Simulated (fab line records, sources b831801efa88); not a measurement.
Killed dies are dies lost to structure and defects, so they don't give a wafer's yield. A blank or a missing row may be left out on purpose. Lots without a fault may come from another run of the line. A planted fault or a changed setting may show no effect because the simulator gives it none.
Tool commonality check | flow gf180mcu | 13 lots, 45 wafers sampled

WHY IT WAS OPENED
At GF_HV_LDD_TW_MEAS_23 the reading HV_LDD_2_TW is flagged on 2 of 13 lots. Wafers without a fault read 1059, standard deviation 6.6.
Rule: a lot is flagged when every wafer of it that has a number lies more than 4 standard deviations from that mean, or none has a number. The other lots count as sound.

lot  | measured     | on            | HV_LDD_2_TW, wafer by wafer   | flag
L945 | day 11 11:07 | film_metro-03 | 1058 1068 1057                |
L947 | day 12 14:52 | film_metro-03 | 1063 1058 1063                |
L948 | day 13 00:13 | film_metro-02 | 1063 1067 1061                |
L949 | day 13 12:37 | film_metro-02 | 1066 1062 1058                |
L951 | day 14 01:31 | film_metro-03 | 1056 1053 1051                |
L952 | day 14 07:58 | film_metro-03 | 1004 1001 996 1005 1003 1004  | FLAGGED
L953 | day 14 16:35 | film_metro-04 | 1066 1070 1067                |
L955 | day 15 00:50 | film_metro-04 | 1016 1021 1018 1023 1022 1020 | FLAGGED
L961 | day 16 14:16 | film_metro-02 | 1057 1057 1051                |
L962 | day 16 23:20 | film_metro-02 | 1054 1059 1058                |
L963 | day 17 08:37 | film_metro-02 | 1055 1056 1058                |
L964 | day 17 15:14 | film_metro-02 | 1052 1049 1051                |
L965 | day 17 21:12 | film_metro-03 | 1054 1055 1062                |
The numbers of the flagged lots are 1011 on average: -48 against the usual, or -7 standard deviations.

WHICH TOOL RAN EACH LOT
The record holds 1 process step before the reading, out of a route of 602 steps. In each cell: the tool, then ch and the chambers that the sampled wafers went through, then the start.
lot  | flag    | GF_HV_LDD_IMPLANT_21
L945 |         | implanter-04 ch 0, day 11 10:52
L947 |         | implanter-04 ch 0, day 12 14:37
L948 |         | implanter-01 ch 0, day 12 23:58
L949 |         | implanter-01 ch 0, day 13 12:22
L951 |         | implanter-04 ch 0, day 14 01:16
L952 | FLAGGED | implanter-04 ch 0, day 14 07:43
L953 |         | implanter-02 ch 0, day 14 16:20
L955 | FLAGGED | implanter-04 ch 0, day 15 00:37
L961 |         | implanter-02 ch 0, day 16 14:01
L962 |         | implanter-02 ch 0, day 16 23:08
L963 |         | implanter-01 ch 0, day 17 08:22
L964 |         | implanter-04 ch 0, day 17 15:01
L965 |         | implanter-01 ch 0, day 17 20:58
What these steps do:
- GF_HV_LDD_IMPLANT_21
- GF_HV_LDD_TW_MEAS_23

FLAGGED OVER TOTAL, TOOL BY TOOL (the gauges that took the reading come last)
step                 | tool          | lots run | flagged | share of the flagged lots | sound lots run after its first flagged lot
GF_HV_LDD_IMPLANT_21 | implanter-01  | 4        | 0       | none                      | -
GF_HV_LDD_IMPLANT_21 | implanter-02  | 3        | 0       | none                      | -
GF_HV_LDD_IMPLANT_21 | implanter-04  | 6        | 2       | all                       | 1 (L964)
GF_HV_LDD_TW_MEAS_23 | film_metro-02 | 6        | 0       | none                      | -
GF_HV_LDD_TW_MEAS_23 | film_metro-03 | 5        | 1       | some                      | 1 (L965)
GF_HV_LDD_TW_MEAS_23 | film_metro-04 | 2        | 1       | some                      | 0

WHAT THE TABLE ALLOWS
1 row of the table ran every flagged lot: implanter-04 at GF_HV_LDD_IMPLANT_21.
- implanter-04 at GF_HV_LDD_IMPLANT_21: 2 of its 6 lots flagged. Sound lots ran on it after the first flagged one (L964), which a lasting fault on the whole tool wouldn't allow. Its own readings lie more than 4 standard deviations out on every wafer of the flagged lots: dose_ions_cm2, faraday_current_uA.
No row of the table ran every flagged lot and no sound lot after the first.

WHAT THE SIMULATOR HAD PUT IN
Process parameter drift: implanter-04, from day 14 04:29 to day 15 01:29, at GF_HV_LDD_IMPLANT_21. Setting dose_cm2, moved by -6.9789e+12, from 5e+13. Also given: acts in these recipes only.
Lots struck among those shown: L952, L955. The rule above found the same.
